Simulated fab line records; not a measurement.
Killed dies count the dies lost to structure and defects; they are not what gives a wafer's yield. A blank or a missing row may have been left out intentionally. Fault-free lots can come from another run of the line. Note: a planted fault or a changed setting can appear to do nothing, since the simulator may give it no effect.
A single fault, viewed from 2 desks | flow sky130 | what lay behind the numbers comes last; until then each desk has only its own

## FOR THE TOOL OWNER'S DESK: implanter-04
The tool's own readings at SKY_LDD_N_IMPLANT_10, given as means over the sampled wafers that have a number, one for each lot that went through this tool. Marked OUT: a lot whose mean sits more than 4 standard deviations from the usual mean, which makes it out of limits; the brackets give that distance.
Columns: A = dose ions cm2 at SKY_LDD_N_IMPLANT_10, usual 7.5e+13; B = faraday current uA at SKY_LDD_N_IMPLANT_10, usual 423
lot  | first seen here | A                         | B
L587 | day 18 21:39    | 7.5e+13                   | 420
L595 | day 21 20:00    | 4.7e+13 (-99 or more) OUT | 265 (-18) OUT
L597 | day 22 13:03    | 4.7e+13 (-99 or more) OUT | 268 (-18) OUT
L607 | day 25 22:43    | 7.5e+13                   | 417
This desk's finding: out of limits on L595, L597; first on L595, day 21 20:00 (dose ions cm2 at SKY_LDD_N_IMPLANT_10). L587, L607 stayed within limits.

## THE METROLOGY DESK
Lot by lot, what the gauges showed, no matter which tool ran the lot: averages of those sampled wafers that carry a number. Marked OUT: a lot whose mean sits more than 4 standard deviations from the usual mean, which makes it out of limits; the brackets give that distance.
Columns: A = cd nm at SKY_VT_ADJUST_NCORE_CD_MEAS_07, usual 379.8 nm; B = VT_ADJUST_NCORE_OVL at SKY_VT_ADJUST_NCORE_OVL_MEAS_08, usual -0.1 nm; C = LDD_N_TW at SKY_LDD_N_TW_MEAS_17, usual 2593; D = SD_P_OVL at SKY_SD_P_OVL_MEAS_08, usual 0.6 nm
lot  | first seen here | A     | B    | C               | D
L585 | day 8 16:59     | 375.9 | -0.2 | 2589            | 0.3
L586 | day 9 00:54     | 377.5 | 1.6  | 2590            | 0.0
L587 | day 9 09:28     | 377.5 | 1.0  | 2585            | 1.8
L595 | day 11 18:34    | 378.8 | -0.6 | 2558            | 1.3
L597 | day 12 05:27    | 378.3 | -0.2 | 2545 (-4.4) OUT | 0.9
L598 | day 12 13:52    | 380.9 | -0.6 | 2603            | -0.8
L600 | day 13 02:10    | 383.9 | -2.1 | 2595            | 1.6
L601 | day 13 09:28    | 380.7 | -0.5 | 2590            | 1.0
L604 | day 14 11:55    | 379.6 | 0.1  | 2593            | 1.4
L605 | day 14 18:03    | 379.0 | -1.3 | 2598            | 0.1
L606 | day 15 06:49    | 381.5 | -0.4 | 2585            | -0.9
L607 | day 15 09:01    | 377.8 | -0.6 | 2596            | 2.5
Per this desk, out of limits: L597; the first was L597, day 22 14:01 (LDD_N_TW at SKY_LDD_N_TW_MEAS_17). L585, L586, L587, L595, L598, L600, L601, L604, L605, L606, L607 stayed within limits.

## ALL TOGETHER
On L595, L597, at day 21 20:00, an alarm was possible from the tool owner's desk.
At day 22 14:01 the metrology desk could have sounded an alarm, on L597.
The metrology desk has L595 on record, within its limits.
Every lot named ran SKY_LDD_N_IMPLANT_10 on implanter-04.

## WHAT THE SIMULATOR HAD PUT IN
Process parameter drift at SKY_LDD_N_IMPLANT_10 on implanter-04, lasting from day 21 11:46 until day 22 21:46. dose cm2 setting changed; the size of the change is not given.
Lots struck among those shown: L595, L597.
Delay (hours) between the fault's onset and each desk's first out-of-limits reading: 8 at the tool owner's desk, 26 at the metrology desk.
